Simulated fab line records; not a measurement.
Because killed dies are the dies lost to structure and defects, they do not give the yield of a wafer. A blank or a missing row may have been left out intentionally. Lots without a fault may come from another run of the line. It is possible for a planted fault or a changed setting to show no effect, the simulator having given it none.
A lot that was struck, set against a sound lot -- flow sky130 -- 15 steps out of a route of 708
Sound: the wafers L297.1, L297.4, L297.5. The struck wafers were L311.2, L311.3, L311.4. The cause is named last.
Each step with rows lists, per side, the tool, then ch with its chambers, then its first start. Under that, the readings that differ: sound wafers -- struck wafers -- difference of the means -- sigmas: that difference in standard deviations of wafers without a fault.
alike: words and numbers the same on both sides, and readings whose means are apart by under 2 such deviations; not compared: readings that were withheld, readings missing a value for some wafer, numbers with overlapping values and no deviation given by the record, and bounds like >300 which may hide the same value.
Wherever a step has rows on one side only, a row that says differs or no value, or a row with sigmas, the two part there. When numbers do not overlap yet have no deviation, they are printed without sigmas and do not part them. A reading missing from all wafers of one side parts the sides only when that side holds two or more wafers.

first, 3 steps without rows for these wafers: SKY_PASSIVATION_EXPOSE_08 (exposes mask NSM, target cd 3000 nm); SKY_PASSIVATION_PEB_09; SKY_PASSIVATION_DEVELOP_10 (develop time 60 s).
SKY_PASSIVATION_ETCH_11: etches the open film in CF4/O2, stops on AlCu, target depth 725 nm, time 161.1 s.
  sound on rie diel-04 ch 0,1,2, day 44 21:31; struck on rie diel-01 ch 0,1,3, day 48 12:17
  alike: drypump motor current A, oes product au, rf fwd power W, throttle valve pct
  not compared: rf hours counter h
SKY_PASSIVATION_STRIP_12: strips in O2/N2.
  sound on plasma asher-02 ch 0,1, day 44 21:37; struck on plasma asher-02 ch 0,1, day 48 12:24
  alike: drypump motor current A, oes product au, strip time to endpoint s
  not compared: rf hours counter h
then, 7 steps without rows for these wafers: SKY_PAD_OPEN_DEHYDRATE_00 (time 60 s); SKY_PAD_OPEN_HMDS_01 (prime time 60 s); SKY_PAD_OPEN_COAT_02 (resist thk 3000 nm); SKY_PAD_OPEN_SOFTBAKE_03; SKY_PAD_OPEN_EXPOSE_04 (exposes mask PDM, target cd 60000 nm); SKY_PAD_OPEN_PEB_05; SKY_PAD_OPEN_DEVELOP_06 (develop time 60 s).
SKY_PAD_OPEN_ETCH_07: etches the open film in CF4/O2, stops on AlCu, target depth 725 nm, time 161.1 s.
  sound on rie diel-01 ch 0,1,2, day 45 18:29; struck on rie diel-03 ch 0,1,3, day 49 06:52
reading,sound,struck,difference,sigmas
oes product au (a.u.),0.977 0.989 0.978,0.906 0.923 0.923,-0.064,-9
rf fwd power W (W),799.6 796.6 796.9,671.3 665.2 666.6,-130.0,-54
throttle valve pct (%),5.976 5.972 5.971,5.943 5.946 5.962,-0.023,-2
model.PAD_OPEN.feature depth nm (nm),703.7 710.4 714.2,626.1 629.7 624.2,-82.8,
model.etch.depth nm (nm),703.7 710.4 714.2,626.1 629.7 624.2,-82.8,
  alike: drypump motor current A
  not compared: rf hours counter h
SKY_PAD_OPEN_STRIP_08: strips in O2/N2.
  sound on plasma asher-04 ch 0,1, day 45 18:35; struck on plasma asher-01 ch 0,1, day 49 06:58
  alike: drypump motor current A, oes product au, strip time to endpoint s
  not compared: rf hours counter h
SKY_PAD_OPEN_PROBE_99:
  sound on prober-01 at day 45 20:49; struck on prober-01 at day 49 09:45
reading,sound,struck,difference,sigmas
model.etest.tester.sort n pass,410 403 405,149 299 89,-227,
model.etest.tester.sort yield pct (%),83.33 81.91 82.32,30.28 60.77 18.09,-46.14,
model.etest.tester.sort_bin_5_pct (%),10.16 11.59 11.18,63.01 32.72 76.83,+46.54,
  alike: defect limited yield, killed_at_M0_to_M3, killed_at_M4_up, killed at contacts, killed at front end, killed at other, killed dies, killed open, killed short
  not compared: model.etest.licon ndiff.open, model.etest.tip p.open, model.etest.diode pdiff fingers.under floor, model.etest.pfet_01v8_lvt.under floor, model.etest.sonos baked.open

WHERE THEY PART
Within this record, at SKY_PAD_OPEN_ETCH_07 only. Later steps at which nothing parts them and some readings are alike: SKY_PAD_OPEN_STRIP_08, SKY_PAD_OPEN_PROBE_99.

WHY: the cause the simulator had injected
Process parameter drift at SKY_PAD_OPEN_ETCH_07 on rie diel-03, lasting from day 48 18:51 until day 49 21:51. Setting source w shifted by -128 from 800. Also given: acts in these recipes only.
